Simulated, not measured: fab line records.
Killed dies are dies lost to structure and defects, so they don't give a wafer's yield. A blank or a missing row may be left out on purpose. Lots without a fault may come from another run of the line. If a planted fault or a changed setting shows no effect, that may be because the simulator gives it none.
Which tool did it? :: flow sky130 :: 42 wafers from 14 lots sampled at 4 of the route's 708 steps

WHAT THE GAUGES SHOWED, per wafer
Not one reading of a measure or inspect step in the record can be checked against a usual standard deviation.

TOOL THAT RAN EACH LOT (tool first, then ch and the chambers of the sampled wafers, then the start)
lot: L729
SKY_LOCAL_INTERCONNECT_STRIP_15: plasmaAsher-04 ch 0,1, day 30 10:53
SKY_CONTACT_CVD_00: pecvd-01 ch 0,1,2, day 30 11:31
SKY_CONTACT_DEVELOP_13: lithoTrack-01 ch 0, day 31 16:00
SKY_CONTACT_STRIP_19: plasmaAsher-02 ch 0,1, day 31 16:27

lot: L730
SKY_LOCAL_INTERCONNECT_STRIP_15: plasmaAsher-02 ch 0,1, day 30 19:38
SKY_CONTACT_CVD_00: pecvd-04 ch 0,2, day 30 20:14
SKY_CONTACT_DEVELOP_13: lithoTrack-03 ch 0, day 32 00:00
SKY_CONTACT_STRIP_19: plasmaAsher-01 ch 0,1, day 32 01:05

lot: L731
SKY_LOCAL_INTERCONNECT_STRIP_15: plasmaAsher-02 ch 0, day 31 04:17
SKY_CONTACT_CVD_00: pecvd-01 ch 0,1, day 31 04:53
SKY_CONTACT_DEVELOP_13: lithoTrack-01 ch 0, day 32 08:00
SKY_CONTACT_STRIP_19: plasmaAsher-01 ch 0,1, day 32 08:57

lot: L733
SKY_LOCAL_INTERCONNECT_STRIP_15: plasmaAsher-04 ch 0,1, day 32 02:08
SKY_CONTACT_CVD_00: pecvd-01 ch 1,2, day 32 02:43
SKY_CONTACT_DEVELOP_13: lithoTrack-03 ch 0, day 33 07:00
SKY_CONTACT_STRIP_19: plasmaAsher-02 ch 0,1, day 33 07:32

lot: L734
SKY_LOCAL_INTERCONNECT_STRIP_15: plasmaAsher-04 ch 0,1, day 32 06:50
SKY_CONTACT_CVD_00: pecvd-04 ch 0,1,2, day 32 07:27
SKY_CONTACT_DEVELOP_13: lithoTrack-03 ch 0, day 33 10:00
SKY_CONTACT_STRIP_19: plasmaAsher-01 ch 0,1, day 33 10:59

lot: L737
SKY_LOCAL_INTERCONNECT_STRIP_15: plasmaAsher-02 ch 0,1, day 33 04:18
SKY_CONTACT_CVD_00: pecvd-02 ch 1,2, day 33 04:52
SKY_CONTACT_DEVELOP_13: lithoTrack-04 ch 0, day 34 08:00
SKY_CONTACT_STRIP_19: plasmaAsher-03 ch 0,1, day 34 08:56

lot: L738
SKY_LOCAL_INTERCONNECT_STRIP_15: plasmaAsher-04 ch 0,1, day 33 10:50
SKY_CONTACT_CVD_00: pecvd-02 ch 0,1, day 33 11:26
SKY_CONTACT_DEVELOP_13: lithoTrack-01 ch 0, day 34 14:00
SKY_CONTACT_STRIP_19: plasmaAsher-02 ch 0,1, day 34 14:39

lot: L739
SKY_LOCAL_INTERCONNECT_STRIP_15: plasmaAsher-03 ch 0,1, day 33 17:36
SKY_CONTACT_CVD_00: pecvd-04 ch 0,1,2, day 33 18:10
SKY_CONTACT_DEVELOP_13: lithoTrack-01 ch 0, day 34 20:00
SKY_CONTACT_STRIP_19: plasmaAsher-03 ch 0,1, day 34 21:02

lot: L740
SKY_LOCAL_INTERCONNECT_STRIP_15: plasmaAsher-02 ch 0, day 33 23:19
SKY_CONTACT_CVD_00: pecvd-01 ch 0,1, day 33 23:55
SKY_CONTACT_DEVELOP_13: lithoTrack-01 ch 0, day 35 02:00
SKY_CONTACT_STRIP_19: plasmaAsher-01 ch 0,1, day 35 03:06

lot: L741
SKY_LOCAL_INTERCONNECT_STRIP_15: plasmaAsher-02 ch 0,1, day 34 04:41
SKY_CONTACT_CVD_00: pecvd-02 ch 0,1,2, day 34 05:17
SKY_CONTACT_DEVELOP_13: lithoTrack-01 ch 0, day 35 08:00
SKY_CONTACT_STRIP_19: plasmaAsher-01 ch 0,1, day 35 08:45

lot: L746
SKY_LOCAL_INTERCONNECT_STRIP_15: plasmaAsher-04 ch 0,1, day 36 02:31
SKY_CONTACT_CVD_00: pecvd-04 ch 0,1, day 36 03:07
SKY_CONTACT_DEVELOP_13: lithoTrack-01 ch 0, day 37 05:00
SKY_CONTACT_STRIP_19: plasmaAsher-02 ch 0,1, day 37 05:39

lot: L747
SKY_LOCAL_INTERCONNECT_STRIP_15: plasmaAsher-03 ch 0,1, day 36 05:25
SKY_CONTACT_CVD_00: pecvd-02 ch 0,2, day 36 06:00
SKY_CONTACT_DEVELOP_13: lithoTrack-03 ch 0, day 37 07:00
SKY_CONTACT_STRIP_19: plasmaAsher-03 ch 0,1, day 37 08:25

lot: L748
SKY_LOCAL_INTERCONNECT_STRIP_15: plasmaAsher-02 ch 0,1, day 36 09:54
SKY_CONTACT_CVD_00: pecvd-01 ch 0,1, day 36 10:35
SKY_CONTACT_DEVELOP_13: lithoTrack-01 ch 0, day 37 12:00
SKY_CONTACT_STRIP_19: plasmaAsher-01 ch 0,1, day 37 13:15

lot: L752
SKY_LOCAL_INTERCONNECT_STRIP_15: plasmaAsher-03 ch 0,1, day 37 21:47
SKY_CONTACT_CVD_00: pecvd-01 ch 0,1,2, day 37 22:23
SKY_CONTACT_DEVELOP_13: lithoTrack-03 ch 0, day 39 00:00
SKY_CONTACT_STRIP_19: plasmaAsher-02 ch 0,1, day 39 00:41
- SKY_LOCAL_INTERCONNECT_STRIP_15: strips in O2/N2.
- SKY_CONTACT_CVD_00: deposits Si3N4, target thk 75 nm.
- SKY_CONTACT_DEVELOP_13: develop time 60 s.
- SKY_CONTACT_STRIP_19: strips in O2/N2.

AS READ BY THE TOOLS THEMSELVES (means over the sampled wafers that have a number; for cases with no such wafer, the mark the record gives instead)
SKY_LOCAL_INTERCONNECT_STRIP_15. Usual: chamberPressureMTorr 1500.0 mTorr, standard deviation 1.3; drypumpMotorCurrentA 6.0 A, standard deviation 0.47; oesProductAu 0.427 a.u., standard deviation 0.0051; stripTimeToEndpointS 4.731 s, standard deviation 0.027.
lot: L729
tool: plasmaAsher-04
chamberPressureMTorr (mTorr): 1500.4
drypumpMotorCurrentA (A): 5.6
oesProductAu (a.u.): 0.429
stripTimeToEndpointS (s): 4.719
flag: 

lot: L730
tool: plasmaAsher-02
chamberPressureMTorr (mTorr): 1500.0
drypumpMotorCurrentA (A): 6.1
oesProductAu (a.u.): 0.425
stripTimeToEndpointS (s): 4.730
flag: 

lot: L731
tool: plasmaAsher-02
chamberPressureMTorr (mTorr): 1499.5
drypumpMotorCurrentA (A): 6.8
oesProductAu (a.u.): 0.429
stripTimeToEndpointS (s): 4.787
flag: 

lot: L733
tool: plasmaAsher-04
chamberPressureMTorr (mTorr): 1500.9
drypumpMotorCurrentA (A): 5.9
oesProductAu (a.u.): 0.430
stripTimeToEndpointS (s): 4.747
flag: 

lot: L734
tool: plasmaAsher-04
chamberPressureMTorr (mTorr): 1499.4
drypumpMotorCurrentA (A): 5.6
oesProductAu (a.u.): 0.427
stripTimeToEndpointS (s): 4.733
flag: 

lot: L737
tool: plasmaAsher-02
chamberPressureMTorr (mTorr): 1500.0
drypumpMotorCurrentA (A): 6.1
oesProductAu (a.u.): 0.426
stripTimeToEndpointS (s): 4.722
flag: 

lot: L738
tool: plasmaAsher-04
chamberPressureMTorr (mTorr): 1499.1
drypumpMotorCurrentA (A): 5.6
oesProductAu (a.u.): 0.427
stripTimeToEndpointS (s): 4.716
flag: 

lot: L739
tool: plasmaAsher-03
chamberPressureMTorr (mTorr): 1500.5
drypumpMotorCurrentA (A): 5.7
oesProductAu (a.u.): 0.437
stripTimeToEndpointS (s): 4.758
flag: 

lot: L740
tool: plasmaAsher-02
chamberPressureMTorr (mTorr): 1499.8
drypumpMotorCurrentA (A): 6.8
oesProductAu (a.u.): 0.424
stripTimeToEndpointS (s): 4.734
flag: 

lot: L741
tool: plasmaAsher-02
chamberPressureMTorr (mTorr): 1500.1
drypumpMotorCurrentA (A): 6.1
oesProductAu (a.u.): 0.428
stripTimeToEndpointS (s): 4.727
flag: 

lot: L746
tool: plasmaAsher-04
chamberPressureMTorr (mTorr): 1500.3
drypumpMotorCurrentA (A): 5.8
oesProductAu (a.u.): 0.428
stripTimeToEndpointS (s): 4.728
flag: 

lot: L747
tool: plasmaAsher-03
chamberPressureMTorr (mTorr): 1500.1
drypumpMotorCurrentA (A): 5.7
oesProductAu (a.u.): 0.430
stripTimeToEndpointS (s): 4.708
flag: 

lot: L748
tool: plasmaAsher-02
chamberPressureMTorr (mTorr): 1500.5
drypumpMotorCurrentA (A): 6.5
oesProductAu (a.u.): 0.424
stripTimeToEndpointS (s): 4.720
flag: 

lot: L752
tool: plasmaAsher-03
chamberPressureMTorr (mTorr): 1499.9
drypumpMotorCurrentA (A): 5.7
oesProductAu (a.u.): 0.425
stripTimeToEndpointS (s): 4.729
flag: 

SKY_CONTACT_CVD_00. Usual: heaterPowerW at 714 W, with a standard deviation of 110.
lot: L729
tool: pecvd-01
heaterPowerW (W): 754
flag: 

lot: L730
tool: pecvd-04
heaterPowerW (W): 664
flag: 

lot: L731
tool: pecvd-01
heaterPowerW (W): 672
flag: 

lot: L733
tool: pecvd-01
heaterPowerW (W): 713
flag: 

lot: L734
tool: pecvd-04
heaterPowerW (W): 670
flag: 

lot: L737
tool: pecvd-02
heaterPowerW (W): 747
flag: 

lot: L738
tool: pecvd-02
heaterPowerW (W): 715
flag: 

lot: L739
tool: pecvd-04
heaterPowerW (W): 628
flag: 

lot: L740
tool: pecvd-01
heaterPowerW (W): 620
flag: 

lot: L741
tool: pecvd-02
heaterPowerW (W): 750
flag: 

lot: L746
tool: pecvd-04
heaterPowerW (W): 697
flag: 

lot: L747
tool: pecvd-02
heaterPowerW (W): 717
flag: 

lot: L748
tool: pecvd-01
heaterPowerW (W): 652
flag: 

lot: L752
tool: pecvd-01
heaterPowerW (W): 797
flag: 

SKY_CONTACT_DEVELOP_13. Usual: developerTempC at 21.00 C, with a standard deviation of 0.11.
lot: L729
tool: lithoTrack-01
developerTempC (C): 21.06
flag: 

lot: L730
tool: lithoTrack-03
developerTempC (C): 21.08
flag: 

lot: L731
tool: lithoTrack-01
developerTempC (C): 20.91
flag: 

lot: L733
tool: lithoTrack-03
developerTempC (C): 21.05
flag: 

lot: L734
tool: lithoTrack-03
developerTempC (C): 20.98
flag: 

lot: L737
tool: lithoTrack-04
developerTempC (C): 21.03
flag: 

lot: L738
tool: lithoTrack-01
developerTempC (C): 21.14
flag: 

lot: L739
tool: lithoTrack-01
developerTempC (C): 20.86
flag: 

lot: L740
tool: lithoTrack-01
developerTempC (C): 20.88
flag: 

lot: L741
tool: lithoTrack-01
developerTempC (C): 21.06
flag: 

lot: L746
tool: lithoTrack-01
developerTempC (C): 20.06
flag: OFF

lot: L747
tool: lithoTrack-03
developerTempC (C): 21.10
flag: 

lot: L748
tool: lithoTrack-01
developerTempC (C): 20.18
flag: OFF

lot: L752
tool: lithoTrack-03
developerTempC (C): 21.03
flag: 

SKY_CONTACT_STRIP_19. Usual: chamberPressureMTorr 1500.1 mTorr, standard deviation 1.4; drypumpMotorCurrentA 5.9 A, standard deviation 0.53; oesProductAu 0.381 a.u., standard deviation 0.0054; stripTimeToEndpointS 3.62 s, standard deviation 0.049.
lot: L729
tool: plasmaAsher-02
chamberPressureMTorr (mTorr): 1499.6
drypumpMotorCurrentA (A): 6.5
oesProductAu (a.u.): 0.381
stripTimeToEndpointS (s): 3.64
flag: 

lot: L730
tool: plasmaAsher-01
chamberPressureMTorr (mTorr): 1499.3
drypumpMotorCurrentA (A): 5.4
oesProductAu (a.u.): 0.384
stripTimeToEndpointS (s): 3.64
flag: 

lot: L731
tool: plasmaAsher-01
chamberPressureMTorr (mTorr): 1500.2
drypumpMotorCurrentA (A): 5.4
oesProductAu (a.u.): 0.388
stripTimeToEndpointS (s): 3.69
flag: 

lot: L733
tool: plasmaAsher-02
chamberPressureMTorr (mTorr): 1501.2
drypumpMotorCurrentA (A): 6.5
oesProductAu (a.u.): 0.383
stripTimeToEndpointS (s): 3.62
flag: 

lot: L734
tool: plasmaAsher-01
chamberPressureMTorr (mTorr): 1500.5
drypumpMotorCurrentA (A): 5.4
oesProductAu (a.u.): 0.388
stripTimeToEndpointS (s): 3.62
flag: 

lot: L737
tool: plasmaAsher-03
chamberPressureMTorr (mTorr): 1500.7
drypumpMotorCurrentA (A): 5.7
oesProductAu (a.u.): 0.383
stripTimeToEndpointS (s): 3.62
flag: 

lot: L738
tool: plasmaAsher-02
chamberPressureMTorr (mTorr): 1501.8
drypumpMotorCurrentA (A): 6.4
oesProductAu (a.u.): 0.382
stripTimeToEndpointS (s): 3.65
flag: 

lot: L739
tool: plasmaAsher-03
chamberPressureMTorr (mTorr): 1500.2
drypumpMotorCurrentA (A): 5.7
oesProductAu (a.u.): 0.380
stripTimeToEndpointS (s): 3.60
flag: 

lot: L740
tool: plasmaAsher-01
chamberPressureMTorr (mTorr): 1500.9
drypumpMotorCurrentA (A): 5.4
oesProductAu (a.u.): 0.376
stripTimeToEndpointS (s): 3.62
flag: 

lot: L741
tool: plasmaAsher-01
chamberPressureMTorr (mTorr): 1499.9
drypumpMotorCurrentA (A): 5.7
oesProductAu (a.u.): 0.381
stripTimeToEndpointS (s): 3.60
flag: 

lot: L746
tool: plasmaAsher-02
chamberPressureMTorr (mTorr): 1499.4
drypumpMotorCurrentA (A): 6.1
oesProductAu (a.u.): 0.383
stripTimeToEndpointS (s): 3.62
flag: 

lot: L747
tool: plasmaAsher-03
chamberPressureMTorr (mTorr): 1499.1
drypumpMotorCurrentA (A): 5.7
oesProductAu (a.u.): 0.379
stripTimeToEndpointS (s): 3.60
flag: 

lot: L748
tool: plasmaAsher-01
chamberPressureMTorr (mTorr): 1498.6
drypumpMotorCurrentA (A): 5.7
oesProductAu (a.u.): 0.381
stripTimeToEndpointS (s): 3.63
flag: 

lot: L752
tool: plasmaAsher-02
chamberPressureMTorr (mTorr): 1499.9
drypumpMotorCurrentA (A): 6.1
oesProductAu (a.u.): 0.378
stripTimeToEndpointS (s): 3.58
flag: 

THE ANSWER, worked out from the rows above alone
Rule: a lot counts as off when the mean over its wafers that have a number is more than 3 standard deviations away from the usual mean. A lot without any number at a reading at which 4 lots or more have one is off too. The other lots that the step has rows for count as sound. After the gauges, taken in route order, come the tools' own readings; for these a lot's mean is taken, as printed above. At the first step where some lot is off, the reading lying furthest off is the one used; lots without a number count as furthest.
Off at SKY_CONTACT_DEVELOP_13 (developerTempC): L746, L748.
A tool fits if, at that step or a process step before it, it ran every lot that is off, and no sound lot after the first of them. One candidate fits, namely lithoTrack-01 at SKY_CONTACT_DEVELOP_13. Its last sound lot is L741 (day 35 08:00), its first lot that is off L746 (day 37 05:00): a fault that began between those two fits.
On the lots that are off, the tool's own readings at SKY_CONTACT_DEVELOP_13 differ by more than 5 times the standard deviation of the sound lots' means, which bears it out; developerTempC reads 20.12 C there versus 21.02 C on the sound lots.

WHAT WAS PUT IN BY THE SIMULATOR
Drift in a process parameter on lithoTrack-01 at SKY_CONTACT_DEVELOP_13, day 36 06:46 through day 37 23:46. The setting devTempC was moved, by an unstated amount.
Shown lots that were struck: L746, L748. This agrees with what the rule above found.
